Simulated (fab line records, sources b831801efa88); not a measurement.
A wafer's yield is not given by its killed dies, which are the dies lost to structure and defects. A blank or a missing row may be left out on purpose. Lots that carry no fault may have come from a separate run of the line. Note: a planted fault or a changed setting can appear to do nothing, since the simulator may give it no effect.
Tool commonality check + flow gf180mcu + Lots sampled 14, wafers sampled 42

## WHAT PROMPTED THE OPENING
At GF_POLY_GATE_CD_MEAS_10 the reading cd nm is flagged on 2 of 14 lots. No-fault wafers: 279.9 nm, standard deviation 1.3.
Rule: a lot gets a flag if all its wafers with a number sit over 4 standard deviations from that mean, or if no wafer of it has a number. As for the other lots, they are considered sound.

| lot  | measured     | on        | cd nm (nm), wafer by wafer | flag    |
|------|--------------|-----------|----------------------------|---------|
| L780 | day 9 11:36  | cd sem-02 | 281.9 280.1 280.3          |         |
| L781 | day 9 20:31  | cd sem-02 | 280.5 279.6 278.9          |         |
| L783 | day 10 09:57 | cd sem-02 | 279.2 280.6 280.7          |         |
| L785 | day 10 23:31 | cd sem-01 | 280.6 279.7 281.1          |         |
| L786 | day 11 09:13 | cd sem-01 | 279.4 278.5 278.3          |         |
| L787 | day 11 16:00 | cd sem-01 | 282.2 281.3 282.3          |         |
| L788 | day 12 01:38 | cd sem-01 | 280.7 282.7 280.5          |         |
| L789 | day 12 08:13 | cd sem-01 | 280.6 280.6 281.1          |         |
| L791 | day 13 01:37 | cd sem-01 | 273.5 273.1 273.4          | FLAGGED |
| L792 | day 13 05:01 | cd sem-01 | 281.8 281.5 281.1          |         |
| L793 | day 13 10:03 | cd sem-01 | 273.5 273.5 272.7          | FLAGGED |
| L799 | day 15 05:20 | cd sem-01 | 278.7 276.1 276.8          |         |
| L800 | day 15 14:41 | cd sem-01 | 280.2 280.2 280.4          |         |
| L802 | day 16 06:23 | cd sem-02 | 279.5 278.6 277.4          |         |
The mean of the flagged lots' numbers is 273.3 nm, -6.6 nm from the usual (-5 standard deviations).

## LOT BY LOT: THE TOOL USED
The record holds 1 process step before the reading, out of a route of 602 steps. Cell contents, in order: the tool; ch with the chambers the sampled wafers went through; the start.
| lot  | flag    | GF_POLY_GATE_PEB_08               |
|------|---------|-----------------------------------|
| L780 |         | litho track-01 ch 0, day 9 11:16  |
| L781 |         | litho track-04 ch 0, day 9 20:10  |
| L783 |         | litho track-01 ch 0, day 10 09:37 |
| L785 |         | litho track-02 ch 0, day 10 23:11 |
| L786 |         | litho track-04 ch 0, day 11 08:47 |
| L787 |         | litho track-01 ch 0, day 11 15:40 |
| L788 |         | litho track-02 ch 0, day 12 01:19 |
| L789 |         | litho track-01 ch 0, day 12 07:54 |
| L791 | FLAGGED | litho track-04 ch 0, day 13 01:16 |
| L792 |         | litho track-02 ch 0, day 13 04:40 |
| L793 | FLAGGED | litho track-04 ch 0, day 13 09:44 |
| L799 |         | litho track-02 ch 0, day 15 05:00 |
| L800 |         | litho track-02 ch 0, day 15 14:21 |
| L802 |         | litho track-01 ch 0, day 16 06:02 |
What the steps here do:
- GF_POLY_GATE_PEB_08: peb time 90 s.
- GF_POLY_GATE_CD_MEAS_10: target cd 280 nm.

## FLAGGED OVER TOTAL, TOOL BY TOOL (the gauges that took the reading come last)
| step                    | tool           | lots run | flagged | share of the flagged lots | sound lots run after its first flagged lot |
|-------------------------|----------------|----------|---------|---------------------------|--------------------------------------------|
| GF_POLY_GATE_PEB_08     | litho track-01 | 5        | 0       | none                      | -                                          |
| GF_POLY_GATE_PEB_08     | litho track-02 | 5        | 0       | none                      | -                                          |
| GF_POLY_GATE_PEB_08     | litho track-04 | 4        | 2       | all                       | 0                                          |
| GF_POLY_GATE_CD_MEAS_10 | cd sem-01      | 10       | 2       | all                       | 3 (L792,L799,L800)                         |
| GF_POLY_GATE_CD_MEAS_10 | cd sem-02      | 4        | 0       | none                      | -                                          |

## WHAT IS ALLOWED BY THE TABLE
In 2 table rows, all flagged lots were run: litho track-04 (GF_POLY_GATE_PEB_08), cd sem-01 (GF_POLY_GATE_CD_MEAS_10).
- litho track-04 at GF_POLY_GATE_PEB_08: 2 of its 4 lots flagged. It ran its last sound lot, L786, at day 11 08:47 and its first flagged lot, L791, at day 13 01:16: a fault with its onset between the two fits.
- cd sem-01 at GF_POLY_GATE_CD_MEAS_10: 2 of its 10 lots flagged. Sound lots ran on it after the first flagged one (L792, L799, L800), which a lasting fault on the whole tool wouldn't allow.
Just one tool remains: litho track-04 at GF_POLY_GATE_PEB_08.

## WHAT THE SIMULATOR PUT IN
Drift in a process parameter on litho track-04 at GF_POLY_GATE_PEB_08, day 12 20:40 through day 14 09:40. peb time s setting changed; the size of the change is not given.
Struck lots among those shown: L791, L793. The rule above found the same.
